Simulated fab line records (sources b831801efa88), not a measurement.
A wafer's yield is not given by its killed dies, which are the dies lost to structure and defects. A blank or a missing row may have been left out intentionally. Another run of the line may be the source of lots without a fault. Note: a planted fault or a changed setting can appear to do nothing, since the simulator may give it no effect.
The tool behind it: which one? -- flow sfq_line -- 21 wafers from 7 lots sampled at 2 of the route's 325 steps

WHAT EACH GAUGE READ, for each wafer
SFQ_M0_RS_MEAS_904: uses a four-point probe to measure.
lot,measured,on,M0_NB_RS (ohm/sq)
L772,day 7 22:53,film_metro-03,0.888 0.891 0.894
L776,day 9 12:00,film_metro-04,0.883 0.887 0.879
L782,day 11 08:21,film_metro-01,0.887 0.606 0.874 0.886 0.604 0.875
L786,day 12 09:37,film_metro-01,0.877 0.888 0.881
L788,day 13 01:01,film_metro-01,0.902 0.881 0.875
L790,day 13 20:13,film_metro-01,0.875 0.883 0.876
L794,day 15 03:07,film_metro-04,0.900 0.894 0.891

TOOL THAT RAN EACH LOT (tool first, then ch and the chambers of the sampled wafers, then the start)
lot,SFQ_TRILAYER_M0_DEP_SPUTTER_019
L772,"pvd_sputter-04, day 7 22:47"
L776,"pvd_sputter-06, day 9 11:53"
L782,"pvd_sputter-06, day 11 08:13"
L786,"pvd_sputter-05, day 12 09:32"
L788,"pvd_sputter-05, day 13 00:56"
L790,"pvd_sputter-05, day 13 20:05"
L794,"pvd_sputter-04, day 15 03:01"
- SFQ_TRILAYER_M0_DEP_SPUTTER_019: material Nb, target thk 200 nm, time 133.3 s.

THE ANSWER, worked out from the rows above alone
Rule: the lots themselves supply what counts as usual. The widest of any qualifying gaps counts: lots, ordered by their means at a reading, are off when they make up no more than a third of the lots, leave a main group of 4 or more, and stand apart from it by 3 or more times the standard deviation of that group's means. If all means in a main group match to the digits the tables above print for the reading, that group is not used. A lot without any number at a reading at which 4 lots or more have one is off too. Where the step has rows for the other lots, those lots are counted as sound.
Off: at SFQ_M0_RS_MEAS_904 (M0_NB_RS), L782. The main group: mean 0.886 ohm/sq, standard deviation 0.0057.
A tool fits if, at a process step before that reading, it ran every lot that is off, and no sound lot after the first of them. Gauges at SFQ_M0_RS_MEAS_904: tried the same way as those tools. One fits: pvd_sputter-06 at SFQ_TRILAYER_M0_DEP_SPUTTER_019. Its last sound lot is L776 (day 9 11:53), its first lot that is off L782 (day 11 08:13): a fault that began between those two fits.

WHAT THE SIMULATOR HAD PUT IN
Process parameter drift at SFQ_TRILAYER_M0_DEP_SPUTTER_019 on pvd_sputter-06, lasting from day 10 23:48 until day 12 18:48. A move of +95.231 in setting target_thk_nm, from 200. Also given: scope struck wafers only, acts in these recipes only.
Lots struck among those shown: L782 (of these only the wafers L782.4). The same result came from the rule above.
